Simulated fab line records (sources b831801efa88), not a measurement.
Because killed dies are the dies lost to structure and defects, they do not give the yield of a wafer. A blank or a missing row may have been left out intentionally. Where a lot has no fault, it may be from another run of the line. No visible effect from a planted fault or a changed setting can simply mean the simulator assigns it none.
The tool behind it: which one? ; flow sky130 ; route of 708 steps, sampled at 1 step: 13 lots, 39 wafers

WHAT THE GAUGES SHOWED, per wafer
SKY_VT_ADJUST_NCORE_OVL_MEAS_08. Usual: VT_ADJUST_NCORE_OVL 0.1 nm, standard deviation 1.5.
lot;measured;on;VT_ADJUST_NCORE_OVL (nm);flag
L764;day 8 18:07;overlay-02;0.0 0.9 -0.2;
L765;day 8 22:37;overlay-01;2.0 1.8 1.8;
L766;day 9 02:13;overlay-02;-0.5 0.6 -0.1;
L768;day 9 18:43;overlay-02;-1.7 -1.9 -1.0;
L769;day 10 02:31;overlay-01;1.7 0.7 0.6;
L770;day 10 06:52;overlay-02;-0.5 -0.4 1.2;
L771;day 10 14:35;overlay-02;1.6 0.4 -1.1;
L773;day 11 03:46;overlay-01;-0.6 2.0 -0.5;
L775;day 11 17:19;overlay-02;-0.6 0.6 1.3;
L779;day 13 01:37;overlay-02;2.0 -0.3 -0.3;
L780;day 13 10:46;overlay-01;1.7 -1.4 -1.4;
L781;day 13 15:56;overlay-02;-1.6 -3.2 -1.7;
L782;day 13 22:45;overlay-01;3.9 0.1 2.8;

WHICH TOOL RAN EACH LOT (tool, then ch and the chambers of the sampled wafers, then the start)
The record holds no process step before these readings.

WHAT THE TOOLS THEMSELVES READ (means of the sampled wafers that have a number; where no wafer has one, the mark that the record gives instead)
The record holds no such reading with a usual standard deviation.

THE ANSWER, worked out from the rows above alone
Rule: take the mean of a lot's wafers that have a number; if it is more than 3 standard deviations from the usual mean, the lot is off. A lot without any number at a reading at which 4 lots or more have one is off too. All remaining lots with rows at the step are treated as sound. After the gauges, taken in route order, come the tools' own readings; for these a lot's mean is taken, as printed above. At the first step where some lot is off, the reading lying furthest off is the one used; lots without a number count as furthest.
No lot is off at any reading shown: from this, nothing can be told.

WHAT THE SIMULATOR HAD INSERTED
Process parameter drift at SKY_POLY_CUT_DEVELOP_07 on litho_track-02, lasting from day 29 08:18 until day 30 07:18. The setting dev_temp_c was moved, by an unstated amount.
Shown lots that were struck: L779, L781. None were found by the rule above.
